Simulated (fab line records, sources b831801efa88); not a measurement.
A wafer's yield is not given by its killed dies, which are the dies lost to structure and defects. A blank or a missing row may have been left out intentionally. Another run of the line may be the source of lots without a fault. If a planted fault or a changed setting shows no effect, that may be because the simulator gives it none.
Which tool did it?    flow sky130    15 lots, 45 wafers sampled, at 4 steps of a route of 708

== WHAT EACH GAUGE READ, for each wafer ==
SKY_VIA2_OVL_MEAS_13. Usual: VIA2_OVL typically reads 1 nm, with standard deviation 5.8.
lot   measured      on          VIA2_OVL (nm)  flag
L397  day 36 05:02  overlay-02  1 -4 -5        
L398  day 36 13:24  overlay-01  11 4 12        
L401  day 38 05:37  overlay-01  4 1 -5         
L405  day 39 01:32  overlay-01  5 14 11        
L406  day 39 09:13  overlay-02  8 2 2          
L407  day 39 20:38  overlay-01  0 -1 -5        
L410  day 40 09:22  overlay-01  8 3 12         
L411  day 40 17:34  overlay-02  2 9 -1         
L412  day 40 21:42  overlay-01  1 -4 1         
L413  day 41 07:31  overlay-01  0 5 0          
L414  day 41 08:06  overlay-02  3 2 6          
L415  day 42 08:35  overlay-02  -10 -5 -3      
L417  day 42 20:37  overlay-02  1 -7 -1        
L419  day 43 01:28  overlay-01  3 -1 2         
L418  day 43 02:10  overlay-01  -11 -4 -6      

SKY_CAPM_OVL_MEAS_12. Usual: CAPM_OVL typically reads 0.5 nm, with standard deviation 1.5.
lot   measured      on          CAPM_OVL (nm)   flag
L397  day 37 07:31  overlay-01  0.7 0.2 1.3     
L398  day 37 17:11  overlay-02  0.0 0.9 2.8     
L401  day 39 08:16  overlay-01  1.0 1.7 0.1     
L405  day 40 04:05  overlay-01  0.2 1.3 1.9     
L406  day 40 11:24  overlay-02  -1.1 0.3 -2.7   
L407  day 40 22:43  overlay-01  -0.1 0.2 -1.4   
L410  day 41 10:55  overlay-01  0.4 -0.5 1.6    
L411  day 41 19:16  overlay-02  -1.3 -1.5 -0.6  
L412  day 41 22:31  overlay-01  0.7 2.2 2.0     
L413  day 42 09:07  overlay-01  -0.4 -0.8 1.5   
L414  day 42 09:57  overlay-01  -1.8 2.1 1.0    
L415  day 43 08:10  overlay-01  -1.2 1.0 -0.3   
L417  day 43 21:04  overlay-02  -0.2 -2.0 -0.7  
L419  day 44 01:55  overlay-02  4.3 2.5 3.6     
L418  day 44 02:35  overlay-01  -0.6 -0.7 -1.3  

== EACH LOT AND THE TOOL THAT RAN IT (in order: tool; ch and the chambers of the sampled wafers; start) ==
lot   SKY_METAL3_SPUTTER_03        SKY_CAPM_CVD_00
L397  pvdSputter-04, day 36 06:31  pecvd-02 ch 0,1, day 36 06:35
L398  pvdSputter-04, day 36 14:53  pecvd-02 ch 0,1,2, day 36 14:58
L401  pvdSputter-02, day 38 07:28  pecvd-02 ch 1,2, day 38 07:32
L405  pvdSputter-03, day 39 03:04  pecvd-02 ch 1,2, day 39 03:08
L406  pvdSputter-04, day 39 10:45  pecvd-01 ch 0,2, day 39 10:49
L407  pvdSputter-04, day 39 22:08  pecvd-02 ch 0,1,2, day 39 22:11
L410  pvdSputter-02, day 40 10:52  pecvd-02 ch 0,1,2, day 40 10:56
L411  pvdSputter-04, day 40 19:03  pecvd-02 ch 0,1, day 40 19:07
L412  pvdSputter-03, day 40 23:11  pecvd-01 ch 0,2, day 40 23:15
L413  pvdSputter-02, day 41 09:01  pecvd-04 ch 0,1,2, day 41 09:05
L414  pvdSputter-03, day 41 09:35  pecvd-01 ch 1,2, day 41 09:38
L415  pvdSputter-02, day 42 10:05  pecvd-04 ch 1,2, day 42 10:10
L417  pvdSputter-03, day 42 22:10  pecvd-04 ch 0,1,2, day 42 22:13
L419  pvdSputter-02, day 43 02:57  pecvd-02 ch 1,2, day 43 03:01
L418  pvdSputter-02, day 43 03:42  pecvd-02 ch 1,2, day 43 03:46
- SKY_METAL3_SPUTTER_03: material Ti, target thk 5 nm, time 3.3 s.
- SKY_CAPM_CVD_00: deposits SiO2, target thk 15.5 nm.

== WHAT THE TOOLS THEMSELVES READ (means of the sampled wafers that have a number; where no wafer has one, the mark that the record gives instead) ==
SKY_METAL3_SPUTTER_03. Usual: cathodeDcPowerW 3000.0 W, standard deviation 0.54; chamberPressurePa 0.4001 Pa, standard deviation 0.00098; throttleValvePct 29.9 %, standard deviation 0.94.
lot   tool           cathodeDcPowerW (W)  chamberPressurePa (Pa)  throttleValvePct (%)  flag
L397  pvdSputter-04  2999.5               0.4004                  29.8                  
L398  pvdSputter-04  2999.6               0.4005                  30.9                  
L401  pvdSputter-02  2999.9               0.4000                  29.4                  
L405  pvdSputter-03  -                    -                       -                     OFF
L406  pvdSputter-04  -                    -                       -                     OFF
L407  pvdSputter-04  -                    -                       -                     OFF
L410  pvdSputter-02  3000.2               0.4009                  29.1                  
L411  pvdSputter-04  2999.8               0.4002                  30.5                  
L412  pvdSputter-03  3000.3               0.4002                  29.4                  
L413  pvdSputter-02  3000.6               0.4000                  29.3                  
L414  pvdSputter-03  2999.7               0.4003                  29.3                  
L415  pvdSputter-02  3000.2               0.3998                  29.5                  
L417  pvdSputter-03  3000.4               0.4007                  29.4                  
L419  pvdSputter-02  3000.0               0.3999                  30.3                  
L418  pvdSputter-02  2999.4               0.3996                  29.2                  

SKY_CAPM_CVD_00. Usual: heaterPowerW at 691 W, with a standard deviation of 120.
lot   tool      heaterPowerW (W)  flag
L397  pecvd-02  652               
L398  pecvd-02  636               
L401  pecvd-02  566               
L405  pecvd-02  600               
L406  pecvd-01  770               
L407  pecvd-02  739               
L410  pecvd-02  714               
L411  pecvd-02  612               
L412  pecvd-01  747               
L413  pecvd-04  692               
L414  pecvd-01  594               
L415  pecvd-04  662               
L417  pecvd-04  707               
L419  pecvd-02  574               
L418  pecvd-02  635               

== THE ANSWER, worked out from the rows above alone ==
Rule: a lot counts as off when the mean over its wafers that have a number is more than 3 standard deviations away from the usual mean. Also off: a lot with no number at a reading for which 4 or more lots have one. The other lots that the step has rows for count as sound. The gauges are gone through in route order, then the tools' own readings, and for those a lot's mean is taken as printed above. The first step at which some lot is off is used, and at that step the reading that is off furthest; a lot without a number counts as furthest.
Off at SKY_METAL3_SPUTTER_03 (cathodeDcPowerW): L405, L406, L407. Without a number there: L405, L406, L407.
A tool fits if, at that step or a process step before it, it ran every lot that is off, and no sound lot after the first of them. Of those tried, none fits.

== WHAT THE SIMULATOR HAD INSERTED ==
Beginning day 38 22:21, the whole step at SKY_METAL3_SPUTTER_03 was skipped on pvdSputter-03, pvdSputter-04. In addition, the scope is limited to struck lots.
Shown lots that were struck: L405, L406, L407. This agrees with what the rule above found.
